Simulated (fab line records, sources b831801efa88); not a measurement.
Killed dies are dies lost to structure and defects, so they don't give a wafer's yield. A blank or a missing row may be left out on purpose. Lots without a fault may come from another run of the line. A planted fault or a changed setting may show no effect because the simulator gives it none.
fab line records | flow sky130 | part 1 of 2: steps 1 to 27 of 36
record lots=5 wafers=15 last_day=49
route steps=708 shown SD_N@353 SD_P@359 RES_XHIGH@360 SALICIDE@361 LI_CONTACT@362 LOCAL_INTERCONNECT@387
lots that met no fault: from a run of the same line without faults
start_h: hours from the record's first day to the start of the lot's first wafer shown | wait_h: hours since the lot's step before | " the same as in the row above | L1.1+2: a row that stands for several wafers | - no value, or no start given | * or withheld: withheld | < > ~ a bound
route shown NAME@n: a module of which the file shows steps, and the number in the route of the first | usual: mean/standard deviation of fault-free wafers | same: alike in all rows | chamber/n: place in a boat | sites: the reading at each site | _std_site: their standard deviation | _edge_site: outer sites' mean less inner sites' | radius_mm: how far each site lies from the wafer's centre | mask NAME#n: copy n | behind: the tool/chamber that last shaped the wafer | hold: why the lot was held/for how many hours/how that ended | device: the transistor (n, p or np) that didn't switch | end of line: the same wafers' tests at the end of the route | a step without rows: its recipe alone | killed: dies lost to structure and defects at the first sort, not the wafer's yield | map: a wafer's dies, x killed, . not, _ none there
set.NAME: the setting as run; set.NAME@STEP: as run at that earlier step | model.NAME: the simulator's own value behind a step, which no gauge read
lots at some steps of the route; a table a step, a row a wafer
services: from which hour (start_h, from the record's first day; less than 0 if before it) a tool's chamber was out of use, for how many hours, and why
## steps
# step SKY_SD_N_STRIP_11
# recipe chemistry=O2/N2 power_w=1400 pressure_mtorr=1500 platen_temp_c=withheld o2_flow_sccm=3000 n2_flow_sccm=300 overash_fraction=0.5
# usual drypump_motor_current_A=5.7/0.41 oes_product_au=0.527/0.0045 strip_time_to_endpoint_s=22.54/0.037
# same overash_fraction=0.5
# columns lot.wafer tool chamber start_h wait_h drypump_motor_current_A oes_product_au rf_hours_counter_h strip_time_to_endpoint_s
L076.1 plasma_asher-02 0 666.74 0.1 5.3 0.534 56 22.54
L076.2 " 1 " " 6.1 0.526 56 22.53
L076.5 " 0 " " 5.3 0.523 - 22.55
L086.2 plasma_asher-03 1 735.89 0.1 5.2 0.521 95 22.49
L086.3 " 1 " " 5.2 0.528 - 22.50
L086.4 " 0 " " 6.2 0.520 - 22.47
L092.2 plasma_asher-01 0 784.18 0.1 5.7 0.530 4 22.51
L092.3 " 0 " " 5.8 0.526 - 22.57
L092.6 " 0 " " 5.7 0.529 - 22.58
L093.1 plasma_asher-03 0 788.39 0.1 6.2 0.532 101 22.55
L093.3 " 1 " " 5.1 0.528 - 22.53
L093.4 " 0 " " 6.2 0.528 - 22.58
L094.3 plasma_asher-03 1 808.46 0.1 5.2 0.524 - 22.52
L094.4 " 0 " " 6.2 0.525 - 22.53
L094.5 " 1 " " 5.2 0.525 - 22.52
# step SKY_SD_N_TW_MEAS_12
# usual SD_N_TW=4035/22
# columns lot.wafer tool chamber start_h wait_h SD_N_TW
L076.1 film_metro-03 - 666.84 0.1 4005
L076.2 " - " " 4013
L076.5 " - " " 4010
L086.2 film_metro-03 - 736.00 0.1 4051
L086.3 " - " " 4018
L086.4 " - " " 4026
L092.2 film_metro-03 - 784.29 0.1 4075
L092.3 " - " " 4093
L092.6 " - " " 4068
L093.1 film_metro-01 - 788.49 0.1 4043
L093.3 " - " " 4036
L093.4 " - " " 4059
L094.3 film_metro-01 - 808.55 0.1 4028
L094.4 " - " " 4045
L094.5 " - " " 4029
# step SKY_SD_N_CLEAN_13
# recipe chemistry=SC1/SC2 mix=1:4:20 temp_c=70 time_s=150 dry=n2_spin
# usual bath_heat_duty_pct=13.2/1.5
# same time_s=150
# columns lot.wafer tool chamber start_h wait_h bath_heat_duty_pct
L076.1 wet_bench-03 0 666.90 0.1 14.6
L076.2 " 0 " " 14.3
L076.5 " 0 " " 12.3
L086.2 wet_bench-03 0 736.05 0.0 15.1
L086.3 " 0 " " 14.3
L086.4 " 0 " " 15.0
L092.2 wet_bench-03 1 784.34 0.0 10.6
L092.3 " 1 " " 10.9
L092.6 " 1 " " 11.6
L093.1 wet_bench-03 3 788.55 0.1 16.0
L093.3 " 3 " " 14.9
L093.4 " 3 " " 15.5
L094.3 wet_bench-01 3 808.59 0.0 13.5
L094.4 " 3 " " 11.8
L094.5 " 3 " " 12.1
# step SKY_SD_N_RTA_14
# recipe temp_c=1075 time_s=2 idle_temp_c=650 ramp_up_c_per_s=150 ramp_down_c_per_s=90 ambient=N2
# usual lamp_power_pct=15.73/0.046 wafer_temp_C_max=1078.1/1.3
# same time_s=2
# columns lot.wafer tool chamber start_h wait_h lamp_power_pct wafer_temp_C_max
L076.1 rtp_anneal-01 0 666.95 0.0 15.71 1077.6
L076.2 " 0 " " 15.72 1076.9
L076.5 " 0 " " 15.75 1079.4
L086.2 rtp_anneal-02 0 736.11 0.0 15.81 1077.0
L086.3 " 0 " " 15.72 1076.7
L086.4 " 0 " " 15.82 1080.5
L092.2 rtp_anneal-02 0 784.40 0.0 15.72 1078.1
L092.3 " 0 " " 15.78 1079.4
L092.6 " 0 " " 15.87 1078.4
L093.1 rtp_anneal-01 0 788.60 0.0 15.80 1077.3
L093.3 " 0 " " 15.72 1078.3
L093.4 " 0 " " 15.71 1078.0
L094.3 rtp_anneal-02 0 808.66 0.0 15.73 1077.7
L094.4 " 0 " " 15.76 1079.0
L094.5 " 0 " " 15.79 1077.9
# step SKY_SD_N_RS_MEAS_16
# recipe thk_meas_gauge=four-point-probe
# usual SD_N_RS=68.59/0.12
# columns lot.wafer tool chamber start_h wait_h SD_N_RS[ohm/sq]
L076.1 film_metro-03 - 667.13 0.1 68.54
L076.2 " - " " 68.45
L076.5 " - " " 68.57
L086.2 film_metro-01 - 736.30 0.1 68.70
L086.3 " - " " 68.44
L086.4 " - " " 68.61
L092.2 film_metro-01 - 784.58 0.1 68.40
L092.3 " - " " 68.67
L092.6 " - " " 68.44
L093.1 film_metro-03 - 788.77 0.1 68.64
L093.3 " - " " 68.69
L093.4 " - " " 68.45
L094.3 film_metro-03 - 808.85 0.1 68.72
L094.4 " - " " 68.58
L094.5 " - " " 68.66
# step SKY_SD_N_RS_MEAS_17
# recipe thk_meas_gauge=four-point-probe
# usual SD_P_RS=147.2/0.4
# columns lot.wafer tool chamber start_h wait_h SD_P_RS[ohm/sq]
L076.1 film_metro-03 - 667.25 0.1 146.9
L076.2 " - " " 146.9
L076.5 " - " " 147.2
L086.2 film_metro-01 - 736.42 0.1 147.3
L086.3 " - " " 147.0
L086.4 " - " " 147.2
L092.2 film_metro-01 - 784.70 0.1 146.8
L092.3 " - " " 146.6
L092.6 " - " " 146.7
L093.1 film_metro-03 - 788.89 0.1 147.4
L093.3 " - " " 147.1
L093.4 " - " " 146.5
L094.3 film_metro-03 - 808.97 0.1 147.6
L094.4 " - " " 147.2
L094.5 " - " " 148.0
# step SKY_SD_N_RS_MEAS_18
# recipe thk_meas_gauge=four-point-probe
# usual RES_XHIGH_RS=333.3/1.1
# columns lot.wafer tool chamber start_h wait_h RES_XHIGH_RS[ohm/sq]
L076.1 film_metro-03 - 667.37 0.1 332.3
L076.2 " - " " 332.5
L076.5 " - " " 332.4
L086.2 film_metro-01 - 736.54 0.1 333.7
L086.3 " - " " 333.4
L086.4 " - " " 335.1
L092.2 film_metro-01 - 784.82 0.1 333.8
L092.3 " - " " 333.3
L092.6 " - " " 333.9
L093.1 film_metro-03 - 789.01 0.1 332.4
L093.3 " - " " 331.7
L093.4 " - " " 333.1
L094.3 film_metro-03 - 809.09 0.1 334.0
L094.4 " - " " 333.6
L094.5 " - " " 333.1
# step SKY_SALICIDE_CLEAN_00
# recipe chemistry=HF-last time_s=30 dilution=100:1 dry=ipa_marangoni
# same time_s=30
# columns lot.wafer tool chamber start_h wait_h
L076.1+2+5 wet_bench-03 0 667.49 0.1
L086.2+3+4 wet_bench-01 2 736.64 0.1
L092.2+3+6 wet_bench-02 1 784.92 0.1
L093.1+3+4 wet_bench-03 2 789.13 0.1
L094.3+4+5 wet_bench-02 3 809.17 0.1
# step SKY_LI_CONTACT_HDPCVD_00
# recipe material=PSG target_thk_nm=930 sigma_open_frac=0.3 time_s=155 temp_c=600 sih4_flow_sccm=60 pressure_mtorr=6
# same time_s=155
# columns lot.wafer tool chamber start_h wait_h
L076.1+2+5 hdpcvd-02 1,2,0 667.51 0.0
L086.2+3+4 hdpcvd-01 2,0,1 736.65 0.0
L092.2+3+6 hdpcvd-01 2,1,2 784.94 0.0
L093.1+3+4 hdpcvd-01 2,2,1 789.15 0.0
L094.3+4+5 hdpcvd-02 0,2,1 809.19 0.0
# step SKY_LI_CONTACT_THK_MEAS_01
# recipe reads=PSG_of_LI_CONTACT_HDPCVD_00
# usual LI_CONTACT_HDPCVD_THK=929/7.5
# columns lot.wafer tool chamber start_h wait_h LI_CONTACT_HDPCVD_THK[nm]
L076.1 film_metro-03 - 667.61 0.1 924
L076.2 " - " " 943
L076.5 " - " " 938
L086.2 film_metro-03 - 736.77 0.1 934
L086.3 " - " " 934
L086.4 " - " " 931
L092.2 film_metro-04 - 785.05 0.1 920
L092.3 " - " " 916
L092.6 " - " " 929
L093.1 film_metro-01 - 789.30 0.1 913
L093.3 " - " " 929
L093.4 " - " " 921
L094.3 film_metro-04 - 809.31 0.1 933
L094.4 " - " " 925
L094.5 " - " " 930
# step SKY_LI_CONTACT_CMP_02
# recipe material=PSG down_force_psi=4 platen_rpm=60 pad_velocity_m_s=0.94248
# usual motor_current_A=12.3/0.88 slurry_flow_ml_min=150.0/0.45 time_to_endpoint_s=32.1/2.3
# columns lot.wafer tool chamber start_h wait_h motor_current_A slurry_flow_ml_min time_to_endpoint_s
L076.2 cmp-01 3 667.72 0.1 12.4 150.4 35.0
L076.1 " 0 " " 11.8 149.7 32.4
L076.5 " 3 " " 12.1 149.8 36.2
L086.2 cmp-01 0 736.87 0.1 11.6 150.3 25.8
L086.4 " 1 " " 12.8 149.1 28.1
L086.3 " 2 " " 11.6 150.5 28.4
L092.3 cmp-02 1 785.10 0.0 11.7 149.4 30.9
L092.2 " 0 " " 11.6 150.0 30.9
L092.6 " 2 " " 13.8 150.0 32.1
L093.1 cmp-02 2 789.36 0.1 13.4 149.5 31.9
L093.4 " 3 " " 12.3 149.6 31.8
L093.3 " 1 " " 11.5 150.8 31.7
L094.3 cmp-02 2 809.35 0.0 13.9 148.8 32.8
L094.4 " 3 " " 11.9 150.0 30.8
L094.5 " 2 " " 13.3 149.6 34.1
# step SKY_LI_CONTACT_BOW_MEAS_03
# recipe mode=bow
# usual LI_CONTACT_BOW=56/7.2
# columns lot.wafer tool chamber start_h wait_h LI_CONTACT_BOW[um]
L076.1 film_metro-04 - 667.97 0.1 59
L076.2 " - " " 54
L076.5 " - " " 43
L086.2 film_metro-03 - 737.14 0.2 54
L086.3 " - " " 65
L086.4 " - " " 66
L092.2 film_metro-01 - 785.42 0.1 51
L092.3 " - " " 50
L092.6 " - " " 40
L093.1 film_metro-04 - 789.66 0.2 62
L093.3 " - " " 59
L093.4 " - " " 53
L094.3 film_metro-04 - 809.69 0.3 49
L094.4 " - " " 62
L094.5 " - " " 55
# step SKY_LI_CONTACT_DEHYDRATE_04
# recipe temp_c=200 time_s=60
# usual plate_temp_C=199.99/0.17
# same time_s=60
# columns lot.wafer tool chamber start_h wait_h plate_temp_C
L076.1 litho_track-02 0 681.03 13.0 200.06
L076.2 " 0 " " 199.91
L076.5 " 0 " " 199.90
L086.2 litho_track-01 0 750.36 13.2 200.19
L086.3 " 0 " " 200.24
L086.4 " 0 " " 200.19
L092.2 litho_track-03 0 797.80 12.4 199.58
L092.3 " 0 " " 199.94
L092.6 " 0 " " 199.69
L093.1 litho_track-02 0 801.68 12.0 200.06
L093.3 " 0 " " 200.13
L093.4 " 0 " " 200.09
L094.3 litho_track-01 0 821.84 12.1 200.16
L094.4 " 0 " " 200.06
L094.5 " 0 " " 200.14
# step SKY_LI_CONTACT_HMDS_05
# recipe prime_time_s=60 prime_temp_c=120
# same prime_time_s=60
# columns lot.wafer tool chamber start_h wait_h
L076.1+2+5 litho_track-02 0 681.18 0.1
L086.2+3+4 litho_track-01 0 750.51 0.1
L092.2+3+6 litho_track-03 0 797.95 0.1
L093.1+3+4 litho_track-02 0 801.83 0.1
L094.3+4+5 litho_track-01 0 821.99 0.1
# step SKY_LI_CONTACT_COAT_06
# recipe resist=BARC temp_c=withheld time_s=withheld spin_rpm=3000 resist_thk_nm=60
# columns lot.wafer tool chamber start_h wait_h
L076.1+2+5 litho_track-02 0 681.33 0.1
L086.2+3+4 litho_track-01 0 750.66 0.1
L092.2+3+6 litho_track-03 0 798.10 0.1
L093.1+3+4 litho_track-02 0 801.98 0.1
L094.3+4+5 litho_track-01 0 822.14 0.1
# step SKY_LI_CONTACT_COAT_07
# recipe resist=KrF-thick spin_rpm=3000 resist_thk_nm=450
# columns lot.wafer tool chamber start_h wait_h
L076.1+2+5 litho_track-02 0 - -
L086.2+3+4 litho_track-01 0 - -
L092.2+3+6 litho_track-03 0 - -
L093.1+3+4 litho_track-02 0 - -
L094.3+4+5 litho_track-01 0 - -
# step SKY_LI_CONTACT_SOFTBAKE_08
# recipe temp_c=100 time_s=90 resist=KrF-thick
# usual plate_temp_C=100.01/0.13
# same time_s=90
# columns lot.wafer tool chamber start_h wait_h plate_temp_C
L076.1 litho_track-02 0 - - 99.95
L076.2 " 0 " " 100.03
L076.5 " 0 " " 100.24
L086.2 litho_track-01 0 - - 100.47
L086.3 " 0 " " 99.94
L086.4 " 0 " " 100.18
L092.2 litho_track-03 0 - - 100.02
L092.3 " 0 " " 99.99
L092.6 " 0 " " 100.09
L093.1 litho_track-02 0 - - 100.07
L093.3 " 0 " " 99.74
L093.4 " 0 " " 99.84
L094.3 litho_track-01 0 - - 100.02
L094.4 " 0 " " 99.91
L094.5 " 0 " " 100.06
# step SKY_LI_CONTACT_EXPOSE_09
# recipe mask_id=LICM1 na=0.8 source_shape=annular sigma_inner=0.55 sigma_outer=0.85 target_cd_nm=170 dose_mj=38
# same sigma_outer=0.85
# columns lot.wafer tool chamber start_h wait_h mask
L076.1+2+5 krf_scanner-02 0 - - LICM1#0
L086.2+3+4 krf_scanner-02 0 - - LICM1#0
L092.2+3+6 krf_scanner-01 0 - - LICM1#0
L093.1+3+4 krf_scanner-01 0 - - LICM1#0
L094.3+4+5 krf_scanner-01 0 - - LICM1#0
# step SKY_LI_CONTACT_PEB_10
# recipe peb_temp_c=withheld peb_time_s=withheld resist=KrF-thick
# columns lot.wafer tool chamber start_h wait_h
L076.1+2+5 litho_track-02 0 - -
L086.2+3+4 litho_track-01 0 - -
L092.2+3+6 litho_track-03 0 - -
L093.1+3+4 litho_track-03 0 - -
L094.3+4+5 litho_track-02 0 - -
# step SKY_LI_CONTACT_DEVELOP_11
# recipe develop_time_s=60 resist=KrF-thick dev_temp_c=21
# columns lot.wafer tool chamber start_h wait_h
L076.1+2+5 litho_track-02 0 - -
L086.2+3+4 litho_track-01 0 - -
L092.2+3+6 litho_track-03 0 - -
L093.1+3+4 litho_track-03 0 - -
L094.3+4+5 litho_track-02 0 - -
# step SKY_LI_CONTACT_CD_MEAS_12
# recipe target_cd_nm=170
# usual cd_nm=170.0/1.4
# columns lot.wafer tool chamber start_h wait_h cd_nm
L076.1 cd_sem-02 - 695.88 - 170.5
L076.2 " - " " 172.8
L076.5 " - " " 172.4
L086.2 cd_sem-01 - 763.66 - 168.7
L086.3 " - " " 169.2
L086.4 " - " " 169.6
L092.2 cd_sem-01 - 811.62 - 170.9
L092.3 " - " " 171.2
L092.6 " - " " 172.0
L093.1 cd_sem-01 - 815.72 - 170.7
L093.3 " - " " 169.8
L093.4 " - " " 169.5
L094.3 cd_sem-01 - 834.92 - 168.3
L094.4 " - " " 168.1
L094.5 " - " " 168.9
# step SKY_LI_CONTACT_OVL_MEAS_13
# usual LI_CONTACT_OVL=2/5.9
# columns lot.wafer tool chamber start_h wait_h LI_CONTACT_OVL[nm]
L076.1 overlay-01 - 696.00 0.1 12
L076.2 " - " " 8
L076.5 " - " " 3
L086.2 overlay-02 - 763.76 0.1 4
L086.3 " - " " -4
L086.4 " - " " -3
L092.2 overlay-01 - 811.73 0.1 -9
L092.3 " - " " 2
L092.6 " - " " -8
L093.1 overlay-02 - 815.84 0.1 3
L093.3 " - " " -6
L093.4 " - " " -4
L094.3 overlay-02 - 835.02 0.1 5
L094.4 " - " " 4
L094.5 " - " " 3
# step SKY_LI_CONTACT_ETCH_14
# recipe chemistry=N2/H2 target=BARC ion_energy_ev=200 source_w=500 bias_w=100 pressure_mtorr=30 n2_flow_sccm=100 h2_flow_sccm=200 stop_on=SiO2 time_s=45.9 target_depth_a=600
# usual drypump_motor_current_A=5.7/0.39 oes_product_au=0.853/0.0048 throttle_valve_pct=13.224/0.0088
# same time_s=45.9
# columns lot.wafer tool chamber start_h wait_h drypump_motor_current_A oes_product_au rf_hours_counter_h throttle_valve_pct
L076.1 rie_diel-04 0 696.04 0.0 5.1 0.860 16 13.223
L076.2 " 2 " " 6.2 0.847 2 13.232
L076.5 " 2 " " 6.3 0.854 - 13.225
L086.2 rie_diel-02 1 763.79 0.0 5.7 0.858 15 13.225
L086.3 " 2 " " 6.0 0.851 13 13.228
L086.4 " 3 " " 5.3 0.859 0 13.230
L092.2 rie_diel-04 0 811.76 0.0 5.1 0.855 19 13.226
L092.3 " 1 " " 5.6 0.855 9 13.228
L092.6 " 3 " " 6.1 0.857 - 13.212
L093.1 rie_diel-04 2 815.88 0.0 6.2 0.849 5 13.216
L093.3 " 3 " " 6.1 0.850 3 13.216
L093.4 " 0 " " 5.1 0.845 19 13.213
L094.3 rie_diel-04 0 835.04 0.0 5.1 0.852 19 13.215
L094.4 " 3 " " 6.1 0.848 4 13.225
L094.5 " 1 " " 5.6 0.847 - 13.223
# step SKY_LI_CONTACT_ETCH_15
# recipe target=PSG chemistry=C4F8/O2/Ar stop_on=Si taper_deg=4.15 mask_material=KrF-thick source_w=1500 bias_w=1200 pressure_mtorr=40 c4f8_flow_sccm=withheld O2_flow_sccm=6 Ar_flow_sccm=300 time_s=withheld target_depth_a=6000
# usual oes_product_au=0.837/0.0049
# columns lot.wafer tool chamber start_h wait_h oes_product_au
L076.1 rie_diel-04 0 696.08 0.0 0.837
L076.2 " 2 " " 0.827
L076.5 " 2 " " 0.833
L086.2 rie_diel-02 1 763.83 0.0 0.841
L086.3 " 2 " " 0.841
L086.4 " 3 " " 0.833
L092.2 rie_diel-04 0 811.80 0.0 0.839
L092.3 " 1 " " 0.846
L092.6 " 3 " " 0.839
L093.1 rie_diel-04 2 815.92 0.0 0.836
L093.3 " 3 " " 0.840
L093.4 " 0 " " 0.835
L094.3 rie_diel-04 0 835.08 0.0 0.843
L094.4 " 3 " " 0.835
L094.5 " 1 " " 0.838
# step SKY_LI_CONTACT_STRIP_16
# recipe chemistry=O2/N2 power_w=1400 pressure_mtorr=1500 platen_temp_c=withheld o2_flow_sccm=3000 n2_flow_sccm=300 overash_fraction=0.5
# usual drypump_motor_current_A=5.7/0.35 oes_product_au=0.376/0.0046 strip_time_to_endpoint_s=3.490/0.023
# same overash_fraction=0.5
# columns lot.wafer tool chamber start_h wait_h drypump_motor_current_A oes_product_au rf_hours_counter_h strip_time_to_endpoint_s
L076.1 plasma_asher-01 1 696.17 - 5.9 0.377 95 3.513
L076.2 " 0 " " 5.7 0.380 95 3.493
L076.5 " 0 " " 5.7 0.379 - 3.507
L086.2 plasma_asher-04 1 763.92 - 5.7 0.367 33 3.484
L086.3 " 0 " " 5.7 0.377 - 3.534
L086.4 " 1 " " 5.7 0.375 - 3.509
L092.2 plasma_asher-01 0 811.89 - 5.7 0.376 7 3.524
L092.3 " 1 " " 5.9 0.378 - 3.498
L092.6 " 1 " " 5.9 0.373 - 3.483
L093.1 plasma_asher-04 0 816.01 - 5.7 0.366 38 3.477
L093.3 " 1 " " 5.7 0.378 - 3.506
L093.4 " 0 " " 5.7 0.373 - 3.512
L094.3 plasma_asher-04 0 835.20 - 5.7 0.372 - 3.481
L094.4 " 1 " " 5.7 0.376 - 3.457
L094.5 " 0 " " 5.7 0.376 - 3.438
# step SKY_LI_CONTACT_CLEAN_17
# recipe chemistry=NMP time_s=600 temp_c=60 dry=n2_spin
# usual bath_heat_duty_pct=10.3/1.1
# same time_s=600
# columns lot.wafer tool chamber start_h wait_h bath_heat_duty_pct
L076.1 wet_bench-04 0 696.27 0.1 9.0
L076.2 " 0 " " 10.2
L076.5 " 0 " " 9.5
L086.2 wet_bench-01 0 764.02 0.1 10.2
L086.3 " 0 " " 10.4
L086.4 " 0 " " 10.9
L092.2 wet_bench-02 1 811.99 0.1 11.4
L092.3 " 1 " " 9.7
L092.6 " 1 " " 10.8
L093.1 wet_bench-01 2 816.11 0.1 9.8
L093.3 " 2 " " 9.9
L093.4 " 2 " " 9.9
L094.3 wet_bench-02 0 835.27 0.0 9.4
L094.4 " 0 " " 10.5
L094.5 " 0 " " 8.8
# step SKY_LI_CONTACT_PRE_CLEAN_18
# recipe gas=Ar time_s=5.6 bias_v=358
# usual bias_v=358/3.7
# same time_s=5.6
# columns lot.wafer tool chamber start_h wait_h bias_v
L076.1 pvd_sputter-01 - 696.44 0.0 362
L076.2 " - " " 360
L076.5 " - " " 358
L086.2 pvd_sputter-02 - 764.19 0.0 348
L086.3 " - " " 355
L086.4 " - " " 357
L092.2 pvd_sputter-01 - 812.18 0.0 358
L092.3 " - " " 365
L092.6 " - " " 357
L093.1 pvd_sputter-02 - 816.28 0.0 356
L093.3 " - " " 356
L093.4 " - " " 359
L094.3 pvd_sputter-02 - 835.44 0.0 356
L094.4 " - " " 360
L094.5 " - " " 357
